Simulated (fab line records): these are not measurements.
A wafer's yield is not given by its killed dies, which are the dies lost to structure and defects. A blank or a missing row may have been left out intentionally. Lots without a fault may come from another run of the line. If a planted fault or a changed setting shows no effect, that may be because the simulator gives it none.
fab line records	flow sky130
record lots=12	wafers=36	last-day=50
route steps=708 shown METAL2@485 METAL3@536 CAPM@539 PAD_OPEN@708
lots with no fault: from the same line, run without faults
start-h: hours from the record's first day to the start of the lot's first wafer shown	wait-h: hours elapsed since this lot's preceding step	" unchanged from the row above	L1.1+2: a single row standing in for several wafers	- either no value or no given start	* or withheld: withheld	< > ~ a bound
route shown NAME@n: NAME is a module with steps in the file, n the number in the route of the first one	usual: average and standard deviation across the fault-free wafers	same: alike in all rows	chamber/n: place in a boat	sites: each site's reading	_std_site: how widely they spread, as a standard deviation	_edge_site: the outer-site mean with the inner-site mean subtracted	radius-mm: for every site, how far away it sits from the centre of the wafer	mask NAME#n: copy n	behind: the tool/chamber that last shaped the wafer	hold: the reason the lot was held/the length of the hold in hours/how it ended	device: which transistor (n, p or np) failed to switch	end of line: tests run on the same wafers once the route is complete	a step without rows: its recipe alone	killed: at the first sort, the dies lost to defects and structure; wafer yield is something else	map: per-die view of a wafer (x killed, . not killed, _ where there is no die)
set.NAME: the setting as run; set.NAME@STEP: as run at that earlier step	model.NAME: the simulator's own value behind a step, which no gauge read
a sample of lots followed through the steps of the route, with each step as a table and each wafer as a row
services: from which hour (start-h, from the record's first day; less than 0 if before it) a tool's chamber was out of use, for how many hours, and why
## steps
# step SKY_METAL2_SPUTTER_02
# recipe material=AlCu	target-thk-nm=250	power-w=10600	time-s=13.3	chamber-pressure-pa=0.4
# usual cathode-dc-power-W=10600/2	chamber-pressure-pa=0.3999/0.00078	throttle-valve-pct=30.0/1.4
lot.wafer	tool	chamber	start-h	wait-h	cathode-dc-power-W	chamber-pressure-pa	throttle-valve-pct
L640.1	pvd-sputter-01	-	797.68	0.0	10600	0.3995	29.2
L640.3	"	-	"	"	10601	0.3985	26.7
L640.5	"	-	"	"	10600	0.4017	29.4
L641.1	pvd-sputter-03	-	804.27	0.0	10601	0.3994	31.9
L641.4	"	-	"	"	10597	0.4002	28.2
L641.6	"	-	"	"	10601	0.4008	31.6
L642.1	pvd-sputter-03	-	814.93	0.0	10598	0.4005	31.6
L642.2	"	-	"	"	10600	0.4006	30.9
L642.5	"	-	"	"	10603	0.4001	31.7
L643.2	pvd-sputter-04	-	824.24	0.0	10597	0.4001	30.7
L643.3	"	-	"	"	10601	0.3986	29.1
L643.5	"	-	"	"	10602	0.3982	30.2
L645.1	pvd-sputter-04	-	836.59	0.0	10601	0.4000	29.9
L645.2	"	-	"	"	10601	0.3992	30.6
L645.4	"	-	"	"	10597	0.3997	30.0
L646.2	pvd-sputter-04	-	848.25	0.0	10599	0.4000	30.8
L646.3	"	-	"	"	10599	0.4011	29.8
L646.4	"	-	"	"	10597	0.3998	29.5
L649.2	pvd-sputter-03	-	867.57	0.0	10595	0.3999	31.2
L649.4	"	-	"	"	10598	0.3998	28.5
L649.6	"	-	"	"	10602	0.4011	30.9
L652.2	pvd-sputter-04	-	889.20	0.0	10602	0.3990	29.8
L652.4	"	-	"	"	10602	0.3989	29.6
L652.5	"	-	"	"	10599	0.3992	30.7
L656.3	pvd-sputter-03	-	925.46	0.0	10604	0.3993	30.9
L656.4	"	-	"	"	10598	0.3992	31.3
L656.6	"	-	"	"	10600	0.3991	31.7
L657.1	pvd-sputter-01	-	925.81	0.0	10599	0.3999	29.9
L657.4	"	-	"	"	10601	0.3993	29.4
L657.5	"	-	"	"	10600	0.3987	29.2
L659.3	pvd-sputter-04	-	939.04	0.0	10599	0.4002	30.7
L659.4	"	-	"	"	10599	0.4021	29.4
L659.6	"	-	"	"	10599	0.4005	29.2
L663.3	pvd-sputter-03	-	975.41	0.0	10600	0.4014	31.0
L663.4	"	-	"	"	10603	0.3998	31.9
L663.5	"	-	"	"	10599	0.4004	31.0
# step SKY_METAL2_COAT_10
# recipe resist=KrF-thick	spin-rpm=3000	resist-thk-nm=450
# usual chill-plate-temp-C=22.98/0.1	spin-speed-rpm=3000.5/2.4
lot.wafer	tool	chamber	start-h	wait-h	chill-plate-temp-C	spin-speed-rpm
L640.1	litho-track-04	0	810	-	22.75	3002.4
L640.3	"	0	"	"	22.99	2998.5
L640.5	"	0	"	"	22.96	2995.7
L641.1	litho-track-03	0	817	-	22.79	3000.5
L641.4	"	0	"	"	22.80	3001.8
L641.6	"	0	"	"	22.74	2999.8
L642.1	litho-track-03	0	828	-	22.89	3001.7
L642.2	"	0	"	"	22.97	3002.9
L642.5	"	0	"	"	22.90	3002.7
L643.2	litho-track-04	0	836	-	22.98	3002.4
L643.3	"	0	"	"	22.97	3003.1
L643.5	"	0	"	"	22.91	3002.7
L645.1	litho-track-04	0	849	-	23.03	2999.3
L645.2	"	0	"	"	23.10	3001.9
L645.4	"	0	"	"	22.94	2996.5
L646.2	litho-track-02	0	861	-	22.91	3003.4
L646.3	"	0	"	"	22.96	3003.0
L646.4	"	0	"	"	22.92	3003.6
L649.2	litho-track-03	0	881	-	23.15	2998.6
L649.4	"	0	"	"	23.07	3002.9
L649.6	"	0	"	"	23.08	2999.1
L652.2	litho-track-02	0	902	-	23.05	2997.7
L652.4	"	0	"	"	23.00	3004.7
L652.5	"	0	"	"	23.10	2996.6
L656.3	litho-track-03	0	937	-	22.98	2999.9
L656.4	"	0	"	"	23.00	3002.9
L656.6	"	0	"	"	22.86	2997.6
L657.1	litho-track-02	0	937	-	23.11	2918.5
L657.4	"	0	938	-	23.06	2922.9
L657.5	"	0	"	"	23.03	2924.0
L659.3	litho-track-02	0	951	-	22.90	2923.1
L659.4	"	0	"	"	22.76	2922.0
L659.6	"	0	"	"	22.84	2921.7
L663.3	litho-track-04	0	987	-	22.96	3001.0
L663.4	"	0	"	"	23.10	2999.8
L663.5	"	0	"	"	22.96	3002.6
# step SKY_METAL3_SPUTTER_04
# recipe material=TiN	target-thk-nm=70	power-w=6500	time-s=58.3	chamber-pressure-pa=0.4
# usual cathode-dc-power-W=6499.9/1.1	chamber-pressure-pa=0.3999/0.00082	throttle-valve-pct=30.0/1.4
lot.wafer	tool	chamber	start-h	wait-h	cathode-dc-power-W	chamber-pressure-pa	throttle-valve-pct
L640.1	pvd-sputter-03	-	853.87	0.0	6498.3	0.4023	31.1
L640.3	"	-	"	"	6500.2	0.4001	31.0
L640.5	"	-	"	"	6499.6	0.4004	28.1
L641.1	pvd-sputter-02	-	859.92	0.0	6498.9	0.4009	30.4
L641.4	"	-	"	"	6498.7	0.3993	30.6
L641.6	"	-	"	"	6499.1	0.3993	30.8
L642.1	pvd-sputter-03	-	870.13	0.0	6501.2	0.3989	28.2
L642.2	"	-	"	"	6500.6	0.3990	31.5
L642.5	"	-	"	"	6500.1	0.4002	31.3
L643.2	pvd-sputter-01	-	879.63	0.0	6502.6	0.3989	29.3
L643.3	"	-	"	"	6498.8	0.3998	29.5
L643.5	"	-	"	"	6498.2	0.3993	29.2
L645.1	pvd-sputter-03	-	892.66	0.0	6500.9	0.4000	31.3
L645.2	"	-	"	"	6498.8	0.3998	28.0
L645.4	"	-	"	"	6501.7	0.3998	31.8
L646.2	pvd-sputter-03	-	904.07	0.0	6500.3	0.4002	31.0
L646.3	"	-	"	"	6500.3	0.3998	30.9
L646.4	"	-	"	"	6498.1	0.3997	28.0
L649.2	pvd-sputter-02	-	921.82	0.0	6498.7	0.3982	30.0
L649.4	"	-	"	"	6499.1	0.4011	31.0
L649.6	"	-	"	"	6499.8	0.3989	30.2
L652.2	pvd-sputter-01	-	942.01	0.0	6498.4	0.4003	29.2
L652.4	"	-	"	"	6500.8	0.3997	29.3
L652.5	"	-	"	"	6499.5	0.3988	29.8
L656.3	pvd-sputter-01	-	977.86	0.0	6500.7	0.4005	29.3
L656.4	"	-	"	"	6498.6	0.4018	29.9
L656.6	"	-	"	"	6501.4	0.4012	29.2
L657.1	pvd-sputter-02	-	978.08	0.0	6500.7	0.3993	31.0
L657.4	"	-	"	"	6497.3	0.3998	30.3
L657.5	"	-	"	"	6500.6	0.3996	31.1
L659.3	pvd-sputter-02	-	990.72	0.0	6500.5	0.4003	30.7
L659.4	"	-	"	"	6501.1	0.4005	30.6
L659.6	"	-	"	"	6502.0	0.4016	30.6
L663.3	pvd-sputter-01	-	1025.39	0.0	6499.9	0.3992	26.6
L663.4	"	-	"	"	6499.0	0.3990	29.9
L663.5	"	-	"	"	6501.1	0.3996	28.9
# step SKY_CAPM_SPUTTER_02
# recipe material=TiN	target-thk-nm=200	temp-c=300	power-w=6500	time-s=166.7	chamber-pressure-pa=0.4
# usual cathode-dc-power-W=6500.2/1.2	chamber-pressure-pa=0.4001/0.0008	throttle-valve-pct=29.7/1.1
lot.wafer	tool	chamber	start-h	wait-h	cathode-dc-power-W	chamber-pressure-pa	throttle-valve-pct
L640.1	pvd-sputter-01	-	854.00	0.1	6500.3	0.4004	26.6
L640.3	"	-	"	"	6499.1	0.3990	29.3
L640.5	"	-	"	"	6500.3	0.4001	29.5
L641.1	pvd-sputter-04	-	860.05	0.1	6500.7	0.3996	29.5
L641.4	"	-	"	"	6498.9	0.4012	29.4
L641.6	"	-	"	"	6500.0	0.4024	30.1
L642.1	pvd-sputter-04	-	870.26	0.1	6500.0	0.3996	29.5
L642.2	"	-	"	"	6500.8	0.4000	30.6
L642.5	"	-	"	"	6499.0	0.4007	29.5
L643.2	pvd-sputter-02	-	879.76	0.0	6500.9	0.3998	30.5
L643.3	"	-	"	"	6501.0	0.4000	30.2
L643.5	"	-	"	"	6500.0	0.3996	30.8
L645.1	pvd-sputter-01	-	892.79	0.1	6499.7	0.3995	30.1
L645.2	"	-	"	"	6502.9	0.4010	26.5
L645.4	"	-	"	"	6498.2	0.3997	29.0
L646.2	pvd-sputter-01	-	904.20	0.0	6499.8	0.4008	26.2
L646.3	"	-	"	"	6501.9	0.3995	29.6
L646.4	"	-	"	"	6497.2	0.3990	29.2
L649.2	pvd-sputter-04	-	921.95	0.0	6501.6	0.3991	30.8
L649.4	"	-	"	"	6500.9	0.3997	29.4
L649.6	"	-	"	"	6500.2	0.4003	30.1
L652.2	pvd-sputter-04	-	942.14	0.0	6499.9	0.3992	30.1
L652.4	"	-	"	"	6501.8	0.4011	30.1
L652.5	"	-	"	"	6500.2	0.4004	30.9
L656.3	pvd-sputter-04	-	977.99	0.0	6498.8	0.4003	29.9
L656.4	"	-	"	"	6501.0	0.4001	29.8
L656.6	"	-	"	"	6501.4	0.4002	29.4
L657.1	pvd-sputter-01	-	978.21	0.1	6500.2	0.3994	29.4
L657.4	"	-	"	"	6502.8	0.4007	26.5
L657.5	"	-	"	"	6501.3	0.3996	29.4
L659.3	pvd-sputter-04	-	990.85	0.0	6500.0	0.4013	29.8
L659.4	"	-	"	"	6499.5	0.4011	30.2
L659.6	"	-	"	"	6501.5	0.3994	29.9
L663.3	pvd-sputter-02	-	1025.54	0.0	6497.5	0.4012	31.3
L663.4	"	-	"	"	6501.2	0.4008	30.4
L663.5	"	-	"	"	6502.8	0.3987	30.4
# step SKY_PAD_OPEN_PROBE_99
# usual defect-limited-yield=82.5/2	killed_at_M0_to_M3=43/6.8	killed_at_M4_up=3.3/2.1	killed-at-contacts=24/5	killed-at-front-end=15/4.4	killed-at-other=0.3/0.57	killed-dies=86/9.7	killed-open=47/7.3	killed-short=39/6.1	sort_bin_3_pad_short=0.8/0.38	sort_bin_5_function=10.5/1.5	sort_bin_6_memory=6.2/1.1	sort-n-pass=406/9.7	sort-yield-pct=82.5/2
# same gross-dies=492	killed-at-back-side=0	sort_bin_4_leakage[%]=0	sort_bin_8_speed[%]=0
lot.wafer	tool	chamber	start-h	wait-h	defect-limited-yield[%]	killed_at_M0_to_M3	killed_at_M4_up	killed-at-contacts	killed-at-front-end	killed-at-other	killed-dies	killed-open	killed-short	sort_bin_3_pad_short[%]	sort_bin_5_function[%]	sort_bin_6_memory[%]	sort-n-pass	sort-yield-pct[%]
L640.1	prober-02	-	1078.52	0.1	80.5	47	5	23	21	0	96	59	36	0.2	12.2	7.1	396	80.5
L640.3	prober-02	-	1078.62	0.2	82.7	44	2	26	13	0	85	45	39	1.2	10.4	5.7	407	82.7
L640.5	prober-02	-	1078.72	0.2	82.7	40	5	25	15	0	85	47	37	1.0	9.3	6.9	407	82.7
L643.2	prober-01	-	1103.26	0.1	82.1	44	3	22	18	1	88	54	32	0.8	12.4	4.7	404	82.1
L645.1	prober-01	-	1113.21	0.1	82.9	38	9	22	15	0	84	45	39	0.6	10.8	5.7	408	82.9
L645.2	prober-01	-	1113.26	0.1	80.9	44	5	31	14	0	94	55	39	1.2	10.8	7.1	398	80.9
L645.4	prober-01	-	1113.36	0.2	83.1	45	1	28	9	0	83	48	35	0.4	9.6	6.9	409	83.1
L646.2	prober-02	-	1120.87	0.1	80.7	45	2	32	15	1	95	53	42	0.6	12.2	6.5	397	80.7
L646.3	prober-02	-	1120.92	0.2	83.7	35	1	28	16	0	80	41	39	1.4	7.3	7.5	412	83.7
L646.4	prober-02	-	1120.97	0.2	83.3	35	6	27	14	0	82	48	34	1.2	8.9	6.5	410	83.3
L656.3	prober-02	-	1175.46	0.2	80.5	52	6	20	18	0	96	53	43	1.0	12.2	6.3	396	80.5
L656.4	prober-02	-	1175.51	0.2	81.9	52	6	22	9	0	89	44	45	0.6	11.6	5.9	403	81.9
L656.6	prober-02	-	1175.61	0.2	85.8	27	1	20	22	0	70	48	22	0.8	9.1	4.3	422	85.8
L657.1	prober-01	-	1175.63	0.1	80.3	55	2	22	18	0	97	44	52	0.8	13.6	5.3	395	80.3
L657.4	prober-01	-	1175.78	0.2	86.4	37	2	15	12	1	67	33	33	0.2	9.3	4.1	425	86.4
L657.5	prober-01	-	1175.83	0.2	80.9	46	4	25	18	1	94	58	36	0.4	11.4	7.3	398	80.9
L659.3	prober-02	-	1185.34	0.2	82.9	44	1	20	19	0	84	49	35	0.8	10.4	5.9	408	82.9
L659.4	prober-02	-	1185.39	0.2	86.4	30	5	19	13	0	67	37	30	0.8	8.5	4.3	425	86.4
L659.6	prober-02	-	1185.49	0.2	81.3	43	8	19	22	0	92	49	43	0.6	12.0	6.1	400	81.3
# killed by level:class
L640.1 VIA2:geometric-particle:open=10 VIA3:geometric-particle:open=10 LI_CONTACT:geometric-particle:open=8 VIA1:geometric-particle:open=8 FIELD_ISO:geometric-particle:open=7 CONTACT:geometric-particle:open=6 POLY_GATE:geometric-particle:open=5 CONTACT:geometric-particle:short=5
L640.3 VIA1:geometric-particle:open=11 VIA3:geometric-particle:open=9 LI_CONTACT:geometric-particle:open=8 METAL2:geometric-particle:short=7 LOCAL_INTERCONNECT:geometric-particle:short=6 CONTACT:geometric-particle:open=6 VIA1:geometric-particle:short=4 VIA2:geometric-particle:open=4
L640.5 VIA1:geometric-particle:open=11 LI_CONTACT:geometric-particle:open=9 CONTACT:geometric-particle:open=7 VIA1:geometric-particle:short=7 CONTACT:geometric-particle:short=5 VIA2:geometric-particle:open=5 POLY_GATE:geometric-particle:open=4 METAL1:geometric-particle:short=4
L643.2 VIA1:geometric-particle:open=10 VIA2:geometric-particle:open=7 VIA3:geometric-particle:open=7 FIELD_ISO:geometric-particle:short=6 LI_CONTACT:geometric-particle:open=6 CONTACT:geometric-particle:open=6 FIELD_ISO:geometric-particle:open=5 LOCAL_INTERCONNECT:geometric-particle:short=5
L645.1 CONTACT:geometric-particle:open=9 METAL2:geometric-particle:short=7 VIA1:geometric-particle:open=7 LI_CONTACT:geometric-particle:open=5 POLY_GATE:geometric-particle:open=5 METAL4:geometric-particle:short=5 METAL1:geometric-particle:short=5 FIELD_ISO:geometric-particle:open=4
L645.2 LI_CONTACT:geometric-particle:open=15 CONTACT:geometric-particle:open=10 METAL1:geometric-particle:short=10 VIA1:geometric-particle:open=8 METAL2:geometric-particle:short=6 VIA2:geometric-particle:open=6 POLY_GATE:geometric-particle:short=5 POLY_GATE:geometric-particle:open=4
L645.4 CONTACT:geometric-particle:open=12 VIA1:geometric-particle:open=10 VIA2:geometric-particle:open=8 LI_CONTACT:geometric-particle:open=6 METAL1:geometric-particle:short=6 CONTACT:geometric-particle:short=4 VIA1:geometric-particle:short=4 VIA2:geometric-particle:short=4
L646.2 CONTACT:geometric-particle:open=10 VIA1:geometric-particle:open=9 LI_CONTACT:geometric-particle:open=8 VIA2:geometric-particle:open=8 LOCAL_INTERCONNECT:geometric-particle:short=6 POLY_GATE:geometric-particle:open=5 CONTACT:geometric-particle:short=5 METAL2:geometric-particle:short=5
L646.3 CONTACT:geometric-particle:short=8 CONTACT:geometric-particle:open=8 VIA1:geometric-particle:open=8 FIELD_ISO:geometric-particle:open=7 METAL2:geometric-particle:short=6 LI_CONTACT:geometric-particle:open=5 LOCAL_INTERCONNECT:geometric-particle:short=4 VIA3:geometric-particle:open=4
L646.4 VIA1:geometric-particle:open=10 CONTACT:geometric-particle:open=8 CONTACT:geometric-particle:short=7 FIELD_ISO:geometric-particle:open=6 LI_CONTACT:geometric-particle:open=6 METAL1:geometric-particle:open=6 METAL4:geometric-particle:short=6 LOCAL_INTERCONNECT:geometric-particle:short=4
L656.3 VIA3:geometric-particle:open=13 VIA1:geometric-particle:open=8 VIA2:geometric-particle:open=7 VIA1:geometric-particle:short=7 LI_CONTACT:geometric-particle:open=6 POLY_GATE:geometric-particle:short=6 CONTACT:geometric-particle:open=6 METAL4:geometric-particle:short=5
L656.4 VIA1:geometric-particle:open=11 LI_CONTACT:geometric-particle:open=8 VIA3:geometric-particle:short=8 VIA3:geometric-particle:open=7 METAL4:geometric-particle:short=6 CONTACT:geometric-particle:short=5 VIA2:geometric-particle:open=5 METAL2:geometric-particle:short=4
L656.6 CONTACT:geometric-particle:open=12 FIELD_ISO:geometric-particle:open=8 VIA3:geometric-particle:open=8 VIA1:geometric-particle:open=8 POLY_GATE:geometric-particle:short=5 POLY_GATE:geometric-particle:open=4 LI_CONTACT:geometric-particle:open=4 FIELD_ISO:geometric-particle:short=3
L657.1 VIA1:geometric-particle:open=13 VIA1:geometric-particle:short=7 LOCAL_INTERCONNECT:geometric-particle:short=7 METAL1:geometric-particle:short=6 VIA2:geometric-particle:open=6 FIELD_ISO:geometric-particle:open=5 LI_CONTACT:geometric-particle:open=5 VIA3:geometric-particle:open=5
L657.4 VIA1:geometric-particle:open=7 METAL2:geometric-particle:short=7 METAL1:geometric-particle:short=6 VIA3:geometric-particle:open=5 LI_CONTACT:geometric-particle:open=5 CONTACT:geometric-particle:open=5 POLY_GATE:geometric-particle:short=3 VIA2:geometric-particle:open=3
L657.5 CONTACT:geometric-particle:open=13 VIA1:geometric-particle:open=11 LI_CONTACT:geometric-particle:open=7 VIA3:geometric-particle:open=6 VIA2:geometric-particle:open=6 VIA1:geometric-particle:short=5 POLY_GATE:geometric-particle:open=4 POLY_GATE:geometric-particle:short=4
L659.3 VIA1:geometric-particle:open=15 CONTACT:geometric-particle:open=8 POLY_GATE:geometric-particle:open=7 FIELD_ISO:geometric-particle:short=5 METAL2:geometric-particle:short=5 LOCAL_INTERCONNECT:geometric-particle:short=4 CONTACT:geometric-particle:short=4 VIA1:geometric-particle:short=4
L659.4 VIA1:geometric-particle:open=8 LI_CONTACT:geometric-particle:open=5 CONTACT:geometric-particle:open=5 METAL1:geometric-particle:short=5 POLY_GATE:geometric-particle:open=4 LOCAL_INTERCONNECT:geometric-particle:short=4 VIA3:geometric-particle:open=4 FIELD_ISO:geometric-particle:open=3
L659.6 FIELD_ISO:geometric-particle:short=8 VIA1:geometric-particle:open=8 VIA3:geometric-particle:open=8 METAL4:geometric-particle:short=7 LI_CONTACT:geometric-particle:open=6 CONTACT:geometric-particle:open=6 VIA2:geometric-particle:open=6 METAL2:geometric-particle:short=5
## services
tool	chamber	start-h	hours	kind
pvd-sputter-04	-	833.94	1.9	repair
pvd-sputter-01	-	866.96	4.5	repair
pvd-sputter-04	-	876.63	1.0	repair
pvd-sputter-02	-	883.16	9.8	repair
pvd-sputter-04	-	927.67	9.4	repair
pvd-sputter-01	-	928.76	1.2	repair
pvd-sputter-04	-	945.56	3.0	repair
pvd-sputter-02	-	954.52	2.0	repair
pvd-sputter-04	-	1001.84	2.2	repair
pvd-sputter-02	-	1023.14	0.6	repair
## key
first-sign step=SKY_METAL2_COAT_10	reading=spin-speed-rpm	direction=down	sigmas=33	usual=3000.5	struck=2922.0
effect none on later readings
met-at SKY_METAL2_COAT_10
struck-lots L657,L659
not-acting-at SKY_METAL2_SPUTTER_02,SKY_METAL3_SPUTTER_04,SKY_CAPM_SPUTTER_02
onset-between 902 937
fault kind=process-parameter-drift	tool=litho-track-02	chamber=-	onset-h=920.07	steps=SKY_METAL2_COAT_10	channel=spin-rpm	offset=-77.711	shape=step	end-h=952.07	acts-in=these-recipes-only	stated=3000
